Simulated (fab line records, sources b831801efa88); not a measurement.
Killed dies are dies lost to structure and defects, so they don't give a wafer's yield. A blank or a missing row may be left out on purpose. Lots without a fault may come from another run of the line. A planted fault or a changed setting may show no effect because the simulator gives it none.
fab line records | flow sky130
record lots=6 wafers=18 last_day=50
route steps=708 shown METAL5@671 PASSIVATION@681 PAD_OPEN@694
lots that met no fault: from a run of the same line without faults
start_h: hours from the record's first day to the start of the lot's first wafer shown | wait_h: hours since the lot's step before | " the same as in the row above | L1.1+2: a row that stands for several wafers | - no value, or no start given | * or withheld: withheld | < > ~ a bound
route shown NAME@n: a module of which the file shows steps, and the number in the route of the first | usual: mean/standard deviation of fault-free wafers | same: alike in all rows | chamber/n: place in a boat | sites: the reading at each site | _std_site: their standard deviation | _edge_site: outer sites' mean less inner sites' | radius_mm: how far each site lies from the wafer's centre | mask NAME#n: copy n | behind: the tool/chamber that last shaped the wafer | hold: why the lot was held/for how many hours/how that ended | device: the transistor (n, p or np) that didn't switch | end of line: the same wafers' tests at the end of the route | a step without rows: its recipe alone | killed: dies lost to structure and defects at the first sort, not the wafer's yield | map: a wafer's dies, x killed, . not, _ none there
set.NAME: the setting as run; set.NAME@STEP: as run at that earlier step | model.NAME: the simulator's own value behind a step, which no gauge read
lots at some steps of the route; a table a step, a row a wafer
services: from which hour (start_h, from the record's first day; less than 0 if before it) a tool's chamber was out of use, for how many hours, and why
## steps
# step SKY_METAL5_SOFTBAKE_10
# recipe temp_c=90 time_s=60 resist=NOVOLAK
# step SKY_METAL5_EXPOSE_11
# recipe mask_id=MM5 na=0.6 source_shape=conventional sigma_outer=0.6 polarization=unpolarized target_cd_nm=1600 dose_mj=190
# step SKY_METAL5_PEB_12
# recipe temp_c=withheld time_s=* resist=NOVOLAK
# step SKY_METAL5_DEVELOP_13
# recipe resist=NOVOLAK developer=TMAH develop_time_s=60 dev_temp_c=23
# step SKY_METAL5_DESCUM_14
# recipe chemistry=O2 source_power_w=150 bias_power_w=0 pressure_mtorr=10 temp_c=40 time_s=11
# step SKY_METAL5_METAL_ETCH_15
# recipe target_depth_a=12600 stop_on=SiO2 over_etch_frac=0.2 time_s=252 chemistry=Cl2/BCl3 resist_sidewall_deg=86 pressure_mtorr=10 icp_w=900 bias_w=48.5 Cl2_flow_sccm=60 bcl3_flow_sccm=30
# usual bcl3_flow_sccm=29.99/0.089 drypump_motor_current_A=5.7/0.55 mfc_cl2_sccm=59.99/0.19 oes_product_au=0.894/0.005 throttle_valve_pct=22.264/0.0086
# columns lot.wafer tool chamber start_h wait_h bcl3_flow_sccm drypump_motor_current_A mfc_cl2_sccm oes_product_au rf_hours_counter_h throttle_valve_pct
L922.1 rie_metal-03 1 1081.99 0.0 30.02 6.1 59.85 0.892 16 22.261
L922.2 " 0 " " 29.93 5.1 60.33 0.892 25 22.255
L922.6 " 0 " " 29.96 5.1 60.09 0.887 - 22.261
L923.3 rie_metal-03 1 1083.22 0.1 30.05 6.1 60.15 0.900 - 22.274
L923.5 " 0 " " 30.14 5.1 60.15 0.894 - 22.269
L923.6 " 1 " " 30.08 6.1 60.30 0.890 - 22.248
L924.1 rie_metal-03 0 1087.92 0.0 29.92 5.1 59.56 0.895 26 22.255
L924.2 " 1 " " 30.00 6.1 60.15 0.890 17 22.263
L924.3 " 0 " " 29.98 5.1 59.80 0.899 - 22.250
L930.3 rie_metal-02 1 1124.47 0.1 30.05 5.0 60.02 0.895 - 22.270
L930.4 " 0 " " 30.02 5.9 59.81 0.893 - 22.272
L930.6 " 0 " " 30.10 5.9 60.01 0.895 - 22.251
L938.2 rie_metal-03 0 1165.55 0.0 29.89 5.1 59.92 0.889 3 22.269
L938.3 " 0 " " 30.02 5.1 59.84 0.888 - 22.260
L938.5 " 1 " " 29.92 6.1 59.90 0.895 - 22.256
L939.2 rie_metal-02 0 1170.50 0.0 29.90 5.9 59.85 0.888 15 22.267
L939.3 " 0 " " 29.95 5.9 59.90 0.895 - 22.265
L939.5 " 1 " " 29.94 5.1 59.90 0.888 - 22.275
# step SKY_METAL5_STRIP_16
# recipe chemistry=O2/N2 power_w=1400 pressure_mtorr=1500 platen_temp_c=withheld o2_flow_sccm=3000 n2_flow_sccm=300 overash_fraction=0.5
# usual drypump_motor_current_A=5.7/0.32 oes_product_au=0.710/0.0046 strip_time_to_endpoint_s=13.08/0.11
# same overash_fraction=0.5
# columns lot.wafer tool chamber start_h wait_h drypump_motor_current_A oes_product_au rf_hours_counter_h strip_time_to_endpoint_s
L922.1 plasma_asher-02 1 1082.23 0.2 5.6 0.708 2 13.01
L922.2 " 0 " " 6.1 0.718 2 13.00
L922.6 " 0 " " 6.1 0.713 - 13.07
L923.3 plasma_asher-02 0 1083.41 0.1 6.1 0.714 - 13.07
L923.5 " 1 " " 5.6 0.716 - 13.07
L923.6 " 0 " " 6.1 0.707 - 13.00
L924.1 plasma_asher-02 1 1088.16 0.2 5.6 0.704 3 13.13
L924.2 " 0 " " 6.1 0.712 3 13.06
L924.3 " 1 " " 5.6 0.710 - 13.16
L930.3 plasma_asher-04 1 1124.66 0.1 5.9 0.707 - 13.08
L930.4 " 0 " " 5.1 0.714 - 12.90
L930.6 " 0 " " 5.1 0.708 - 12.92
L938.2 plasma_asher-03 1 1165.78 0.2 5.6 0.707 94 13.15
L938.3 " 0 " " 5.3 0.712 - 13.15
L938.5 " 1 " " 5.6 0.706 - 13.07
L939.2 plasma_asher-03 1 1170.73 0.2 5.6 0.701 95 12.95
L939.3 " 0 " " 5.3 0.706 - 12.96
L939.5 " 1 " " 5.6 0.713 - 13.08
# step SKY_METAL5_STRIP_17
# recipe chemistry=post_etch_residue_remover time_s=1200 temp_c=72.5
# step SKY_METAL5_CLEAN_18
# recipe chemistry=IPA time_s=180 temp_c=25
# step SKY_METAL5_CLEAN_19
# recipe chemistry=O3/DIW dry=n2_spin
# step SKY_PASSIVATION_CVD_00
# recipe material=SiO2 target_thk_nm=90 temp_c=400 time_s=withheld rf_w=600
# usual heater_power_w=672/82
# columns lot.wafer tool chamber start_h wait_h heater_power_w
L922.1 pecvd-01 1 1082.83 0.0 779
L922.2 " 2 " " 571
L922.6 " 2 " " 577
L923.3 pecvd-02 1 1083.97 0.0 774
L923.5 " 0 " " 646
L923.6 " 2 " " 643
L924.1 pecvd-04 0 1088.75 0.0 580
L924.2 " 1 " " 599
L924.3 " 2 " " 662
L930.3 pecvd-04 2 1125.26 0.0 651
L930.4 " 0 " " 535
L930.6 " 1 " " 631
L938.2 pecvd-04 1 1166.40 0.0 612
L938.3 " 2 " " 677
L938.5 " 2 " " 698
L939.2 pecvd-04 1 1171.32 0.0 633
L939.3 " 0 " " 637
L939.5 " 1 " " 495
# step SKY_PASSIVATION_THK_MEAS_01
# recipe reads=SiO2_of_PASSIVATION_CVD_00
# usual PASSIVATION_CVD_00_THK=89.8/1.2
# columns lot.wafer tool chamber start_h wait_h PASSIVATION_CVD_00_THK[nm]
L922.1 film_metro-01 - 1082.85 - 87.2
L922.2 " - " " 88.5
L922.6 " - " " 89.5
L923.3 film_metro-04 - 1084.01 - 89.9
L923.5 " - " " 91.1
L923.6 " - " " 89.9
L924.1 film_metro-01 - 1088.77 - 88.6
L924.2 " - " " 89.4
L924.3 " - " " 87.9
L930.3 film_metro-04 - 1125.30 - 88.1
L930.4 " - " " 89.6
L930.6 " - " " 90.5
L938.2 film_metro-03 - 1166.43 - 90.5
L938.3 " - " " 90.5
L938.5 " - " " 90.6
L939.2 film_metro-03 - 1171.35 - 90.0
L939.3 " - " " 89.2
L939.5 " - " " 91.6
# step SKY_PASSIVATION_CVD_02
# recipe material=Si3N4 target_thk_nm=540 temp_c=400 time_s=withheld rf_w=450
# usual heater_power_w=707/80
# columns lot.wafer tool chamber start_h wait_h heater_power_w model.Si3N4_of_PASSIVATION_CVD_02.thk_nm
L922.1 pecvd-04 1 1082.91 0.1 575 529.8
L922.2 " 2 " " 649 530.1
L922.6 " 1 " " 604 542.2
L923.3 pecvd-01 2 1084.05 0.0 639 542
L923.5 " 2 " " 662 553.2
L923.6 " 0 " " 644 554.3
L924.1 pecvd-01 0 1088.83 0.1 789 539.9
L924.2 " 1 " " 799 543.4
L924.3 " 2 " " 588 537.1
L930.3 pecvd-02 0 1125.34 0.0 669 531.9
L930.4 " 2 " " 806 535.4
L930.6 " 0 " " 710 538.7
L938.2 pecvd-02 2 1166.48 0.0 784 537.1
L938.3 " 0 " " 672 589.2
L938.5 " 1 " " 833 535.9
L939.2 pecvd-02 1 1171.40 0.0 826 531.2
L939.3 " 0 " " 775 586
L939.5 " 2 " " 837 546.8
# step SKY_PASSIVATION_THK_MEAS_03
# recipe reads=Si3N4_of_PASSIVATION_CVD_02
# usual PASSIVATION_CVD_02_THK=539/8.1
# columns lot.wafer tool chamber start_h wait_h PASSIVATION_CVD_02_THK[nm]
L922.1 film_metro-01 - 1083.13 - 529
L922.2 " - " " 530
L922.6 " - " " 542
L923.3 film_metro-01 - 1084.30 - 542
L923.5 " - " " 553
L923.6 " - " " 555
L924.1 film_metro-04 - 1089.06 - 540
L924.2 " - " " 544
L924.3 " - " " 537
L930.3 film_metro-01 - 1125.59 - 532
L930.4 " - " " 535
L930.6 " - " " 539
L938.2 film_metro-04 - 1166.72 - 537
L938.3 " - " " 589
L938.5 " - " " 536
L939.2 film_metro-03 - 1171.64 - 531
L939.3 " - " " 586
L939.5 " - " " 547
# step SKY_PASSIVATION_DEHYDRATE_04
# recipe temp_c=200 time_s=60
# step SKY_PASSIVATION_HMDS_05
# recipe prime_time_s=60 prime_temp_c=120
# step SKY_PASSIVATION_COAT_06
# recipe spin_rpm=2000 resist_thk_nm=3000
# step SKY_PASSIVATION_SOFTBAKE_07
# recipe temp_c=110 time_s=withheld
# step SKY_PASSIVATION_EXPOSE_08
# recipe mask_id=NSM target_cd_nm=3000 na=0.57 dose_mj=260
# step SKY_PASSIVATION_PEB_09
# recipe temp_c=115 time_s=withheld
# step SKY_PASSIVATION_DEVELOP_10
# recipe develop_time_s=60 dev_temp_c=23
# step SKY_PASSIVATION_ETCH_11
# recipe chemistry=CF4/O2 target_depth_nm=725 stop_on=AlCu source_w=800 bias_w=150 pressure_mtorr=150 cf4_flow_sccm=80 O2_flow_sccm=10 time_s=161.1
# usual drypump_motor_current_A=5.7/0.39 oes_product_au=0.976/0.0081 throttle_valve_pct=5.964/0.0089
# columns lot.wafer tool chamber start_h wait_h drypump_motor_current_A oes_product_au rf_hours_counter_h throttle_valve_pct model.PASSIVATION.feature_depth_nm model.etch.depth_nm
L922.1 rie_diel-04 2 1104.26 - 5.7 0.970 11 5.963 691.6 691.6
L922.2 " 3 " " 6.0 0.963 21 5.959 692.8 692.8
L922.6 " 0 " " 5.3 0.977 - 5.966 705.9 705.9
L923.3 rie_diel-04 2 1105.77 - 5.7 0.979 11 5.947 708.2 708.2
L923.5 " 3 " " 5.9 0.984 - 5.969 712.4 712.4
L923.6 " 2 " " 5.6 0.991 - 5.960 719.8 719.8
L924.1 rie_diel-02 2 1110.49 - 5.6 0.979 17 5.958 703 703
L924.2 " 3 " " 5.4 0.974 19 5.978 707 707
L924.3 " 0 " " 5.7 0.981 8 5.946 699.5 699.5
L930.3 rie_diel-04 3 1145.29 - 5.9 0.971 22 5.951 695.6 695.6
L930.4 " 2 " " 5.7 0.978 13 5.964 700.1 700.1
L930.6 " 0 " " 5.3 0.972 - 5.978 704.6 704.6
L938.2 rie_diel-02 2 1183.91 - 5.6 0.976 20 5.960 703.4 703.4
L938.3 " 0 " " 5.6 1.003 12 5.972 730.9 730.9
L938.5 " 1 " " 5.1 0.970 - 5.957 701.7 701.7
L939.2 rie_diel-03 2 1188.97 - 5.9 0.980 13 5.964 696.3 696.3
L939.3 " 0 " " 5.9 0.994 25 5.973 715.6 715.6
L939.5 " 3 " " 5.3 0.983 - 5.952 714.6 714.6
# step SKY_PASSIVATION_STRIP_12
# recipe chemistry=O2/N2 power_w=1400 pressure_mtorr=1500 platen_temp_c=withheld overash_fraction=0.7 o2_flow_sccm=3000 n2_flow_sccm=300
# usual drypump_motor_current_A=5.70/0.28 oes_product_au=0.660/0.0044 strip_time_to_endpoint_s=31.57/0.14
# same overash_fraction=0.7
# columns lot.wafer tool chamber start_h wait_h drypump_motor_current_A oes_product_au rf_hours_counter_h strip_time_to_endpoint_s
L922.1 plasma_asher-01 1 1104.42 0.1 5.77 0.656 36 31.84
L922.2 " 0 " " 5.99 0.661 36 31.90
L922.6 " 1 " " 5.80 0.662 - 31.84
L923.3 plasma_asher-01 1 1105.91 0.1 5.80 0.661 - 31.65
L923.5 " 0 " " 5.98 0.661 - 31.70
L923.6 " 1 " " 5.80 0.660 - 31.64
L924.1 plasma_asher-01 0 1110.60 0.1 5.98 0.669 37 31.75
L924.2 " 1 " " 5.80 0.659 37 31.55
L924.3 " 1 " " 5.80 0.663 - 31.52
L930.3 plasma_asher-04 0 1145.43 0.1 5.15 0.663 - 31.57
L930.4 " 1 " " 5.84 0.666 - 31.36
L930.6 " 1 " " 5.85 0.660 - 31.35
L938.2 plasma_asher-04 0 1184.01 0.1 5.16 0.660 76 31.67
L938.3 " 0 " " 5.17 0.661 - 31.37
L938.5 " 0 " " 5.19 0.665 - 31.52
L939.2 plasma_asher-01 0 1189.08 0.1 5.98 0.664 47 31.51
L939.3 " 0 " " 5.98 0.664 - 31.54
L939.5 " 0 " " 5.99 0.654 - 31.49
# step SKY_PAD_OPEN_DEHYDRATE_00
# recipe temp_c=200 time_s=61.29
# step SKY_PAD_OPEN_HMDS_01
# recipe prime_time_s=60 prime_temp_c=120
# step SKY_PAD_OPEN_COAT_02
# recipe spin_rpm=2000 resist_thk_nm=3000
# step SKY_PAD_OPEN_SOFTBAKE_03
# recipe temp_c=110 time_s=withheld
# step SKY_PAD_OPEN_EXPOSE_04
# recipe mask_id=PDM target_cd_nm=60000 na=0.57 dose_mj=260
# step SKY_PAD_OPEN_PEB_05
# recipe temp_c=115 time_s=withheld
# step SKY_PAD_OPEN_DEVELOP_06
# recipe develop_time_s=60 dev_temp_c=23
# step SKY_PAD_OPEN_ETCH_07
# recipe chemistry=CF4/O2 target_depth_nm=725 stop_on=AlCu source_w=800 bias_w=150 pressure_mtorr=150 cf4_flow_sccm=80 O2_flow_sccm=10 time_s=155.5
# usual drypump_motor_current_A=5.8/0.41 oes_product_au=0.989/0.0078 throttle_valve_pct=5.967/0.0087
# columns lot.wafer tool chamber start_h wait_h drypump_motor_current_A oes_product_au rf_hours_counter_h throttle_valve_pct
L922.1 rie_diel-01 3 1125.42 - 5.7 0.988 29 5.971
L922.2 " 0 " " 5.7 0.982 16 5.965
L922.6 " 1 " " 5.9 0.997 - 5.965
L923.3 rie_diel-04 3 1126.12 - 6.0 0.990 22 5.971
L923.5 " 3 " " 6.0 0.993 - 5.967
L923.6 " 2 " " 5.7 0.994 - 5.959
L924.1 rie_diel-02 2 1130.91 - 5.6 0.982 18 5.976
L924.2 " 3 " " 5.3 1.004 20 5.963
L924.3 " 0 " " 5.6 0.992 10 5.957
L930.3 rie_diel-01 2 1164.42 - 6.7 0.993 18 5.967
L930.4 " 1 " " 5.9 0.991 26 5.963
L930.6 " 1 " " 5.9 0.993 - 5.971
L938.2 rie_diel-01 0 1200.67 - 5.7 0.989 19 5.963
L938.3 " 1 " " 5.9 1.018 28 5.986
L938.5 " 3 " " 5.7 0.988 - 5.954
L939.2 rie_diel-01 1 1205.06 - 5.9 0.989 28 5.971
L939.3 " 2 " " 6.7 1.009 20 5.966
L939.5 " 2 " " 6.6 0.992 - 5.961
# step SKY_PAD_OPEN_STRIP_08
# recipe chemistry=O2/N2 power_w=1400 pressure_mtorr=1500 platen_temp_c=withheld overash_fraction=0.7 o2_flow_sccm=3000 n2_flow_sccm=300
# step SKY_PAD_OPEN_STRIP_09
# recipe chemistry=post_etch_residue_remover time_s=1200 temp_c=72.5
# columns lot.wafer tool chamber start_h wait_h model.Si3N4_of_PASSIVATION_CVD_02.thk_nm
L922.1 wet_bench-03 1 1125.63 0.1 529.5
L922.2 " 1 " " 529.7
L922.6 " 1 " " 541.8
L923.3 wet_bench-01 0 1126.33 0.0 541.7
L923.5 " 0 " " 552.8
L923.6 " 0 " " 553.9
L924.1 wet_bench-01 1 1131.12 0.1 539.5
L924.2 " 1 " " 543.1
L924.3 " 1 " " 536.7
L930.3 wet_bench-01 1 1164.63 0.0 531.5
L930.4 " 1 " " 535
L930.6 " 1 " " 538.3
L938.2 wet_bench-04 1 1200.88 0.1 536.7
L938.3 " 1 " " 588.9
L938.5 " 1 " " 535.5
L939.2 wet_bench-03 0 1205.26 0.1 530.8
L939.3 " 0 " " 585.7
L939.5 " 0 " " 546.5
# step SKY_PAD_OPEN_CLEAN_10
# recipe chemistry=IPA time_s=180 temp_c=25
# step SKY_PAD_OPEN_PROBE_99
# usual defect_limited_yield=82.7/1.9 killed_at_M0_to_M3=43/7.3 killed_at_M4_up=3.2/1.9 killed_at_contacts=24/5.5 killed_at_front_end=15/4.7 killed_at_other=0.5/0.75 killed_dies=85/9.5 killed_open=46/7 killed_short=38/7.4 sort_bin_3_pad_short=0.9/0.43 sort_bin_5_function=10.1/1.4 sort_bin_6_memory=6.3/1 sort_bin_8_speed=0.2/0.37 sort_n_pass=406/9.4 sort_yield_pct=82.5/1.9
# same gross_dies=492 killed_at_back_side=0 sort_bin_4_leakage[%]=0
# columns lot.wafer tool chamber start_h wait_h defect_limited_yield[%] killed_at_M0_to_M3 killed_at_M4_up killed_at_contacts killed_at_front_end killed_at_other killed_dies killed_open killed_short sort_bin_3_pad_short[%] sort_bin_5_function[%] sort_bin_6_memory[%] sort_bin_8_speed[%] sort_n_pass sort_yield_pct[%]
L923.3 prober-02 - 1128.54 0.2 85.0 40 3 20 10 1 74 35 37 0.6 9.8 4.7 0 418 85.0
L923.5 prober-02 - 1128.64 0.2 83.3 45 6 21 10 0 82 45 37 1.4 9.3 5.9 0.2 409 83.1
L923.6 prober-02 - 1128.69 0.2 83.5 39 2 19 21 0 81 53 27 1.2 9.1 6.1 0.2 410 83.3
# killed by level:class
L923.3 VIA1:geometric_particle:open=9 LI_CONTACT:geometric_particle:open=6 METAL1:geometric_particle:short=5 VIA2:geometric_particle:open=5 POLY_GATE:geometric_particle:short=4 LOCAL_INTERCONNECT:geometric_particle:short=4 CONTACT:geometric_particle:short=4 CONTACT:geometric_particle:open=4
L923.5 VIA2:geometric_particle:open=10 VIA1:geometric_particle:short=9 CONTACT:geometric_particle:open=8 VIA1:geometric_particle:open=7 METAL3:geometric_particle:short=6 LI_CONTACT:geometric_particle:short=5 LI_CONTACT:geometric_particle:open=5 METAL4:geometric_particle:short=5
L923.6 VIA1:geometric_particle:open=10 POLY_GATE:geometric_particle:open=8 VIA2:geometric_particle:open=8 CONTACT:geometric_particle:open=8 LI_CONTACT:geometric_particle:open=7 VIA3:geometric_particle:short=5 FIELD_ISO:geometric_particle:open=4 VIA3:geometric_particle:open=4
## services
# columns tool chamber start_h hours kind
rie_diel-01 - 1064.05 1.8 repair
plasma_asher-01 - 1070.97 6.3 repair
rie_diel-01 0 1074.71 10.0 repair
rie_diel-01 2 1075.31 2.9 repair
plasma_asher-03 - 1077.42 73.7 repair
rie_diel-04 - 1078.42 5.4 repair
rie_diel-02 - 1081.52 1.2 repair
rie_diel-02 3 1098.01 2.4 repair
rie_diel-01 2 1104.34 22.0 repair
rie_diel-01 1 1105.67 10.1 repair
pecvd-02 - 1105.72 3.4 repair
rie_diel-02 - 1105.87 4.3 pm
rie_diel-01 - 1122.83 1.0 repair
rie_diel-01 2 1128.11 11.5 repair
rie_diel-01 1 1132.37 2.5 repair
plasma_asher-03 - 1139.50 0.3 repair
plasma_asher-04 - 1154.13 1.5 repair
pecvd-01 1 1161.40 14.9 repair
rie_metal-03 1 1169.14 17.5 repair
plasma_asher-02 - 1182.12 0.7 repair
rie_diel-01 3 1187.04 2.6 repair
pecvd-01 1 1191.25 1.7 repair
rie_diel-04 1 1195.03 4.8 repair
pecvd-01 2 1195.50 11.1 repair
## key
first_sign step=SKY_PASSIVATION_THK_MEAS_03 reading=PASSIVATION_CVD_02_THK direction=up sigmas=6 usual=539 struck=588
effect step=SKY_PASSIVATION_ETCH_11 reading=oes_product_au direction=up sigmas=2.9 usual=0.976 struck=0.999
model_effect step=SKY_PASSIVATION_CVD_02 value=Si3N4_of_PASSIVATION_CVD_02.thk_nm without=532.4 struck=587.6
model_effect step=SKY_PASSIVATION_ETCH_11 value=PASSIVATION.feature_depth_nm without=697.6 struck=723.3
model_effect step=SKY_PAD_OPEN_STRIP_09 value=Si3N4_of_PASSIVATION_CVD_02.thk_nm without=532 struck=587.3
met_at SKY_PASSIVATION_CVD_02
struck_wafers L938.3,L939.3
onset_between 1125.34 1166.48
fault kind=process_parameter_drift tool=pecvd-02 chamber=0 onset_h=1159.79 steps=SKY_PASSIVATION_CVD_02 channel=target_thk_nm offset=55.678 shape=step end_h=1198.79 acts_in=these_recipes_only stated=540
